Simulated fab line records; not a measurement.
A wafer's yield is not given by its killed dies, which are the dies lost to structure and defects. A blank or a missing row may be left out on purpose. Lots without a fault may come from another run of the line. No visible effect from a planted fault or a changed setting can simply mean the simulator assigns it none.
Which tool was responsible? | flow gf180mcu | 24 lots, 72 wafers sampled, at 6 steps of a route of 602

== WHAT THE GAUGES SHOWED, per wafer ==
GF_V2_OVL_MEAS_15. Usual: for V2_OVL the level is -1 nm and the standard deviation is 4.9.
lot  | measured     | on         | V2_OVL (nm) | flag
L074 | day 20 15:53 | overlay-01 | -2 -3 2     |
L075 | day 21 01:11 | overlay-01 | -5 -1 0     |
L076 | day 21 07:41 | overlay-01 | 3 6 6       |
L077 | day 21 15:13 | overlay-01 | -2 8 6      |
L078 | day 21 18:15 | overlay-01 | 1 8 8       |
L079 | day 22 11:13 | overlay-01 | 5 5 -5      |
L080 | day 22 11:33 | overlay-01 | 5 2 -1      |
L081 | day 22 23:47 | overlay-01 | 5 -3 -3     |
L082 | day 23 06:10 | overlay-02 | -3 -14 -2   |
L083 | day 23 12:41 | overlay-01 | -10 -4 -9   |
L084 | day 23 19:32 | overlay-01 | 0 1 -3      |
L085 | day 24 06:00 | overlay-01 | 8 1 -2      |
L086 | day 24 14:18 | overlay-02 | 4 -2 -1     |
L087 | day 25 04:06 | overlay-02 | 10 -9 -3    |
L088 | day 25 07:57 | overlay-01 | 7 2 -5      |
L089 | day 25 16:10 | overlay-01 | -1 -1 2     |
L090 | day 25 21:31 | overlay-01 | -5 1 -2     |
L091 | day 26 04:55 | overlay-02 | -1 -4 1     |
L092 | day 26 13:03 | overlay-01 | 0 -9 1      |
L093 | day 26 21:20 | overlay-02 | -1 -3 -5    |
L094 | day 27 05:16 | overlay-02 | 7 -2 -1     |
L095 | day 27 10:17 | overlay-02 | -1 0 1      |
L096 | day 27 18:34 | overlay-01 | -8 -4 -7    |
L097 | day 27 20:52 | overlay-02 | -2 -6 -3    |

GF_V5_OVL_MEAS_15. Usual: for V5_OVL the level is 1 nm and the standard deviation is 5.7.
lot  | measured     | on         | V5_OVL (nm) | flag
L074 | day 27 15:10 | overlay-02 | 2 -5 1      |
L075 | day 27 18:56 | overlay-01 | -2 -3 -3    |
L076 | day 28 01:20 | overlay-01 | 8 5 8       |
L077 | day 28 08:21 | overlay-02 | -7 0 -4     |
L078 | day 28 09:26 | overlay-02 | 9 4 5       |
L079 | day 29 00:51 | overlay-02 | 6 -2 4      |
L080 | day 28 23:54 | overlay-02 | 2 1 2       |
L081 | day 29 12:14 | overlay-02 | -3 5 8      |
L082 | day 29 17:21 | overlay-01 | -4 0 -3     |
L083 | day 29 20:49 | overlay-02 | 8 20 10     |
L084 | day 30 06:40 | overlay-02 | -4 -1 3     |
L085 | day 30 11:26 | overlay-01 | 0 -4 -2     |
L086 | day 30 18:29 | overlay-01 | 1 2 -8      |
L087 | day 31 05:11 | overlay-02 | 2 0 2       |
L088 | day 31 09:50 | overlay-02 | -4 -2 1     |
L089 | day 31 18:27 | overlay-01 | 2 10 0      |
L090 | day 31 20:09 | overlay-02 | -1 6 -3     |
L091 | day 32 02:32 | overlay-02 | 1 -1 0      |
L092 | day 32 09:50 | overlay-02 | 6 -2 -2     |
L093 | day 32 16:49 | overlay-01 | 0 5 -1      |
L094 | day 32 23:46 | overlay-01 | -2 -6 -2    |
L095 | day 33 02:11 | overlay-02 | 4 3 9       |
L096 | day 33 09:55 | overlay-02 | -13 -13 -12 |
L097 | day 33 11:46 | overlay-01 | 15 8 10     |

== TOOL THAT RAN EACH LOT (tool first, then ch and the chambers of the sampled wafers, then the start) ==
lot  | GF_V2_CVD_02                    | GF_V2_ETCH_16                      | GF_MIM_SPUTTER_01            | GF_MIM_STRIP_20
L074 | pecvd-04 ch 0,2, day 19 14:52   | rie_diel-02 ch 2,3, day 20 15:56   | pvd_sputter-03, day 25 00:20 | plasma_asher-01 ch 0,1, day 25 21:30
L075 | pecvd-02 ch 1,2, day 20 00:23   | rie_diel-03 ch 0,2,3, day 21 01:14 | pvd_sputter-03, day 25 03:05 | plasma_asher-01 ch 0,1, day 26 00:40
L076 | pecvd-02 ch 1,2, day 20 07:14   | rie_diel-02 ch 0,2,3, day 21 07:42 | pvd_sputter-03, day 25 09:49 | plasma_asher-04 ch 0,1, day 26 07:21
L077 | pecvd-02 ch 0,1,2, day 20 15:13 | rie_diel-04 ch 0,1,3, day 21 15:15 | pvd_sputter-04, day 25 17:04 | plasma_asher-04 ch 0,1, day 26 13:39
L078 | pecvd-02 ch 1,2, day 20 17:46   | rie_diel-03 ch 1,2,3, day 21 18:17 | pvd_sputter-04, day 25 19:02 | plasma_asher-04 ch 0,1, day 26 15:25
L079 | pecvd-04 ch 0,1, day 21 11:10   | rie_diel-03 ch 0,1,3, day 22 11:15 | pvd_sputter-01, day 26 10:16 | plasma_asher-02 ch 0,1, day 27 07:16
L080 | pecvd-03 ch 0,2, day 21 11:47   | rie_diel-02 ch 0,1,3, day 22 11:35 | pvd_sputter-01, day 26 09:32 | plasma_asher-04 ch 0,1, day 27 06:27
L081 | pecvd-04 ch 0,1,2, day 21 23:59 | rie_diel-02 ch 0,3, day 22 23:50   | pvd_sputter-03, day 26 23:01 | plasma_asher-02 ch 0,1, day 27 19:37
L082 | pecvd-02 ch 0,1,2, day 22 06:05 | rie_diel-03 ch 0,2,3, day 23 06:12 | pvd_sputter-04, day 27 03:44 | plasma_asher-04 ch 0,1, day 28 00:10
L083 | pecvd-03 ch 1,2, day 22 12:46   | rie_diel-02 ch 0,1,3, day 23 12:42 | pvd_sputter-03, day 27 07:35 | plasma_asher-02 ch 0,1, day 28 03:51
L084 | pecvd-04 ch 0,1,2, day 22 20:27 | rie_diel-04 ch 0,2,3, day 23 19:35 | pvd_sputter-03, day 27 18:28 | plasma_asher-01 ch 0,1, day 28 14:29
L085 | pecvd-04 ch 0,1,2, day 23 06:35 | rie_diel-03 ch 0,1,2, day 24 06:02 | pvd_sputter-04, day 27 23:17 | plasma_asher-01 ch 0,1, day 28 19:05
L086 | pecvd-04 ch 0,2, day 23 15:01   | rie_diel-04 ch 0,2,3, day 24 14:20 | pvd_sputter-04, day 28 08:44 | plasma_asher-02 ch 0, day 29 03:55
L087 | pecvd-02 ch 1,2, day 24 05:47   | rie_diel-04 ch 0,1,3, day 25 04:08 | pvd_sputter-03, day 28 19:46 | plasma_asher-01 ch 0,1, day 29 15:31
L088 | pecvd-03 ch 0,1,2, day 24 10:10 | rie_diel-03 ch 0,1,2, day 25 07:59 | pvd_sputter-03, day 29 00:31 | plasma_asher-01 ch 0,1, day 29 20:31
L089 | pecvd-03 ch 0,1,2, day 24 17:52 | rie_diel-02 ch 2,3, day 25 16:11   | pvd_sputter-04, day 29 08:18 | plasma_asher-04 ch 0,1, day 30 03:06
L090 | pecvd-03 ch 0,1,2, day 24 22:38 | rie_diel-04 ch 1,2,3, day 25 21:33 | pvd_sputter-04, day 29 12:46 | plasma_asher-01 ch 0,1, day 30 07:16
L091 | pecvd-04 ch 1,2, day 25 07:18   | rie_diel-02 ch 0,1,3, day 26 04:57 | pvd_sputter-04, day 29 19:19 | plasma_asher-01 ch 0,1, day 30 13:40
L092 | pecvd-04 ch 0,1,2, day 25 15:42 | rie_diel-03 ch 0,1,2, day 26 13:05 | pvd_sputter-03, day 30 02:43 | plasma_asher-04 ch 0,1, day 30 20:36
L093 | pecvd-04 ch 0,1,2, day 25 23:42 | rie_diel-02 ch 0,3, day 26 21:21   | pvd_sputter-04, day 30 10:36 | plasma_asher-04 ch 0,1, day 31 04:15
L094 | pecvd-02 ch 0,1,2, day 26 08:08 | rie_diel-04 ch 0,2,3, day 27 05:17 | pvd_sputter-03, day 30 18:35 | plasma_asher-01 ch 0,1, day 31 12:24
L095 | pecvd-03 ch 0,1,2, day 26 12:59 | rie_diel-03 ch 0,1,3, day 27 10:19 | pvd_sputter-03, day 30 21:49 | plasma_asher-02 ch 0,1, day 31 15:33
L096 | pecvd-04 ch 0,1,2, day 26 22:11 | rie_diel-02 ch 0,1,3, day 27 18:35 | pvd_sputter-04, day 31 05:59 | plasma_asher-01 ch 0,1, day 31 23:03
L097 | pecvd-02 ch 0,1,2, day 26 23:55 | rie_diel-02 ch 0,1,3, day 27 20:53 | pvd_sputter-04, day 31 08:23 | plasma_asher-04 ch 0,1, day 32 01:49
- GF_V2_CVD_02: deposits SiO2 from TEOS, target thk 850 nm, time 94.851 s.
- GF_V2_ETCH_16: etches BARC in N2/H2.
- GF_MIM_SPUTTER_01: material TiN, target thk 30 nm, time 25 s.
- GF_MIM_STRIP_20: strips in O2/N2.

== WHAT THE TOOLS THEMSELVES READ (means of the sampled wafers that have a number; where no wafer has one, the mark that the record gives instead) ==
GF_V2_CVD_02. Usual: heater_power_w 630 W, standard deviation 95; susceptor_temp_C 399.98 C, standard deviation 0.23.
lot  | tool     | heater_power_w (W) | susceptor_temp_C (C) | flag
L074 | pecvd-04 | 590                | 399.92               |
L075 | pecvd-02 | 663                | 400.08               |
L076 | pecvd-02 | 668                | 400.02               |
L077 | pecvd-02 | 695                | 400.18               |
L078 | pecvd-02 | 725                | 400.13               |
L079 | pecvd-04 | 609                | 399.85               |
L080 | pecvd-03 | 695                | 399.93               |
L081 | pecvd-04 | 638                | 400.08               |
L082 | pecvd-02 | 630                | 399.99               |
L083 | pecvd-03 | 595                | 400.11               |
L084 | pecvd-04 | 646                | 400.16               |
L085 | pecvd-04 | 597                | 399.83               |
L086 | pecvd-04 | 574                | 399.69               |
L087 | pecvd-02 | 633                | 399.99               |
L088 | pecvd-03 | 671                | 400.12               |
L089 | pecvd-03 | 586                | 399.81               |
L090 | pecvd-03 | 631                | 400.15               |
L091 | pecvd-04 | 602                | 399.92               |
L092 | pecvd-04 | 614                | 399.90               |
L093 | pecvd-04 | 605                | 399.85               |
L094 | pecvd-02 | 643                | 399.98               |
L095 | pecvd-03 | 647                | 399.87               |
L096 | pecvd-04 | 617                | 399.75               |
L097 | pecvd-02 | 647                | 400.05               |

GF_V2_ETCH_16. Usual: drypump_motor_current_A 5.7 A, standard deviation 0.46; oes_product_au 0.855 a.u., standard deviation 0.0047; throttle_valve_pct 13.225 %, standard deviation 0.0096.
lot  | tool        | drypump_motor_current_A (A) | oes_product_au (a.u.) | throttle_valve_pct (%) | flag
L074 | rie_diel-02 | 5.9                         | 0.862                 | 13.239                 |
L075 | rie_diel-03 | 5.6                         | 0.855                 | 13.228                 |
L076 | rie_diel-02 | 5.6                         | 0.859                 | 13.226                 |
L077 | rie_diel-04 | 5.6                         | 0.852                 | 13.224                 |
L078 | rie_diel-03 | 5.8                         | 0.860                 | 13.225                 |
L079 | rie_diel-03 | 5.8                         | 0.855                 | 13.230                 |
L080 | rie_diel-02 | 5.5                         | 0.853                 | 13.216                 |
L081 | rie_diel-02 | 5.6                         | 0.849                 | 13.220                 |
L082 | rie_diel-03 | 5.6                         | 0.855                 | 13.229                 |
L083 | rie_diel-02 | 5.5                         | 0.851                 | 13.234                 |
L084 | rie_diel-04 | 5.8                         | 0.858                 | 13.219                 |
L085 | rie_diel-03 | 6.2                         | 0.851                 | 13.234                 |
L086 | rie_diel-04 | 5.9                         | 0.853                 | 13.221                 |
L087 | rie_diel-04 | 5.7                         | 0.861                 | 13.224                 |
L088 | rie_diel-03 | 6.2                         | 0.851                 | 13.231                 |
L089 | rie_diel-02 | 5.9                         | 0.856                 | 13.231                 |
L090 | rie_diel-04 | 5.6                         | 0.852                 | 13.227                 |
L091 | rie_diel-02 | 5.5                         | 0.855                 | 13.228                 |
L092 | rie_diel-03 | 6.2                         | 0.851                 | 13.229                 |
L093 | rie_diel-02 | 5.6                         | 0.853                 | 13.227                 |
L094 | rie_diel-04 | 5.8                         | 0.861                 | 13.224                 |
L095 | rie_diel-03 | 5.8                         | 0.852                 | 13.220                 |
L096 | rie_diel-02 | 5.5                         | 0.856                 | 13.218                 |
L097 | rie_diel-02 | 5.5                         | 0.856                 | 13.226                 |

GF_MIM_SPUTTER_01. Usual: 30.3 % for throttle_valve_pct, sd 1.2.
lot  | tool           | throttle_valve_pct (%) | flag
L074 | pvd_sputter-03 | 30.1                   |
L075 | pvd_sputter-03 | 29.7                   |
L076 | pvd_sputter-03 | 30.3                   |
L077 | pvd_sputter-04 | 30.7                   |
L078 | pvd_sputter-04 | 30.9                   |
L079 | pvd_sputter-01 | 30.0                   |
L080 | pvd_sputter-01 | 30.2                   |
L081 | pvd_sputter-03 | 29.6                   |
L082 | pvd_sputter-04 | 31.1                   |
L083 | pvd_sputter-03 | 30.2                   |
L084 | pvd_sputter-03 | 30.6                   |
L085 | pvd_sputter-04 | 30.5                   |
L086 | pvd_sputter-04 | 29.8                   |
L087 | pvd_sputter-03 | 29.7                   |
L088 | pvd_sputter-03 | 30.2                   |
L089 | pvd_sputter-04 | 29.1                   |
L090 | pvd_sputter-04 | 29.8                   |
L091 | pvd_sputter-04 | 30.7                   |
L092 | pvd_sputter-03 | 29.4                   |
L093 | pvd_sputter-04 | 30.5                   |
L094 | pvd_sputter-03 | 29.9                   |
L095 | pvd_sputter-03 | 30.6                   |
L096 | pvd_sputter-04 | 29.5                   |
L097 | pvd_sputter-04 | 30.2                   |

GF_MIM_STRIP_20. Usual: drypump_motor_current_A 5.9 A, standard deviation 0.37; heater_power_w 351 W, standard deviation 40; oes_product_au 0.692 a.u., standard deviation 0.0053; strip_time_to_endpoint_s 11.22 s, standard deviation 0.042.
lot  | tool            | drypump_motor_current_A (A) | heater_power_w (W) | oes_product_au (a.u.) | strip_time_to_endpoint_s (s) | flag
L074 | plasma_asher-01 | 6.1                         | 358                | 0.691                 | 11.22                        |
L075 | plasma_asher-01 | 6.1                         | 361                | 0.693                 | 11.24                        |
L076 | plasma_asher-04 | 6.0                         | 366                | 0.693                 | 11.23                        |
L077 | plasma_asher-04 | 6.0                         | 358                | 0.689                 | 11.23                        |
L078 | plasma_asher-04 | 5.7                         | 330                | 0.693                 | 11.23                        |
L079 | plasma_asher-02 | 5.8                         | 377                | 0.690                 | 11.24                        |
L080 | plasma_asher-04 | 6.0                         | 368                | 0.693                 | 11.22                        |
L081 | plasma_asher-02 | 5.8                         | 351                | 0.697                 | 11.26                        |
L082 | plasma_asher-04 | 5.7                         | 330                | 0.693                 | 11.19                        |
L083 | plasma_asher-02 | 5.8                         | 374                | 0.692                 | 11.17                        |
L084 | plasma_asher-01 | 6.2                         | 361                | 0.689                 | 11.18                        |
L085 | plasma_asher-01 | 5.9                         | 336                | 0.692                 | 11.18                        |
L086 | plasma_asher-02 | 5.8                         | 395                | 0.689                 | 11.15                        |
L087 | plasma_asher-01 | 6.1                         | 361                | 0.687                 | 11.18                        |
L088 | plasma_asher-01 | 6.1                         | 364                | 0.688                 | 11.22                        |
L089 | plasma_asher-04 | 5.7                         | 331                | 0.691                 | 11.24                        |
L090 | plasma_asher-01 | 5.9                         | 340                | 0.687                 | 11.26                        |
L091 | plasma_asher-01 | 6.1                         | 360                | 0.693                 | 11.23                        |
L092 | plasma_asher-04 | 6.0                         | 363                | 0.697                 | 11.25                        |
L093 | plasma_asher-04 | 5.7                         | 330                | 0.690                 | 11.24                        |
L094 | plasma_asher-01 | 5.8                         | 338                | 0.694                 | 11.28                        |
L095 | plasma_asher-02 | 5.8                         | 379                | 0.698                 | 11.25                        |
L096 | plasma_asher-01 | 5.9                         | 338                | 0.690                 | 11.21                        |
L097 | plasma_asher-04 | 5.8                         | 324                | 0.694                 | 11.26                        |

== THE ANSWER, worked out from the rows above alone ==
Rule: take the mean of a lot's wafers that have a number; if it is more than 3 standard deviations from the usual mean, the lot is off. Also off: a lot with no number at a reading for which 4 or more lots have one. The other lots that the step has rows for count as sound. The gauges are gone through in route order, then the tools' own readings, and for those a lot's mean is taken as printed above. The first step at which some lot is off is used, and at that step the reading that is off furthest; a lot without a number counts as furthest.
None of the lots is off at any reading shown; this tells nothing.

== WHAT THE SIMULATOR HAD PUT IN ==
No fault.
